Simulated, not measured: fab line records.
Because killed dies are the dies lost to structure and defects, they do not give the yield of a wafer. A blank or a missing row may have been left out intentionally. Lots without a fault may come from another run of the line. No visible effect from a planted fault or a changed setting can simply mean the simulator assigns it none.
Chamber matching | flow gf180mcu | pecvd-03 running GF_V2_CVD_02: 3 sister chambers
The step deposits SiO2 from TEOS, target thk 850 nm, time 94.851 s. 18 wafers are shown with their chamber, then 9 later ones without.

== WAFERS PAIRED WITH THEIR CHAMBERS ==
wafer  | chamber | heaterPowerW (W)
L076.1 | 2       | 666
L076.2 | 0       | 706
L076.3 | 1       | 657
L076.4 | 2       | 721
L076.5 | 1       | 710
L076.6 | 0       | 790
L082.1 | 1       | 643
L082.3 | 2       | 711
L082.4 | 1       | 700
L087.1 | 1       | 636
L087.3 | 1       | 693
L087.4 | 2       | 691
L089.1 | 2       | 692
L089.3 | 0       | 788
L089.4 | 0       | 811
L091.1 | 0       | 730
L091.3 | 2       | 706
L091.5 | 2       | 580

SIGNATURES, as means of the wafers listed above
reading      | chamber 0 | chamber 1 | chamber 2 | scatter within a chamber
heaterPowerW | 765.00    | 673.17    | 681.00    | 42.2
Rule: for a wafer and a chamber, the distance is found by dividing, reading by reading, the gap between the wafer's reading and the chamber's mean by the reading's scatter, squaring, summing and taking the root. The wafer belongs to the nearest chamber; if the next one is less than 2 further off, it can't be placed. The scatter: take each reading less its chamber's mean, square it, sum over the shown wafers, divide by the number of wafers less the number of chambers, and take the root.

== WAFERS WITHOUT THEIR CHAMBER ==
wafer  | heaterPowerW (W)
L094.1 | 708
L094.2 | 828
L094.4 | 573
L097.1 | 625
L097.2 | 618
L097.3 | 710
L097.4 | 661
L097.5 | 792
L097.6 | 711

== WHICH CHAMBER EACH WENT THROUGH ==
wafer  | from the rows above          | in truth
L094.1 | can't be placed: 2 or 1 or 0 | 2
L094.2 | can't be placed: 0 or 2      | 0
L094.4 | can't be placed: 1 or 2      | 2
L097.1 | can't be placed: 1 or 2      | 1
L097.2 | can't be placed: 1 or 2      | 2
L097.3 | can't be placed: 2 or 1 or 0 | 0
L097.4 | can't be placed: 1 or 2      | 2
L097.5 | can't be placed: 0 or 2      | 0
L097.6 | can't be placed: 2 or 1 or 0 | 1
Placed correctly: 0 of 9. Can't be placed from these rows: 9 (the true chamber is among the candidates in 9). Placed wrongly: 0.
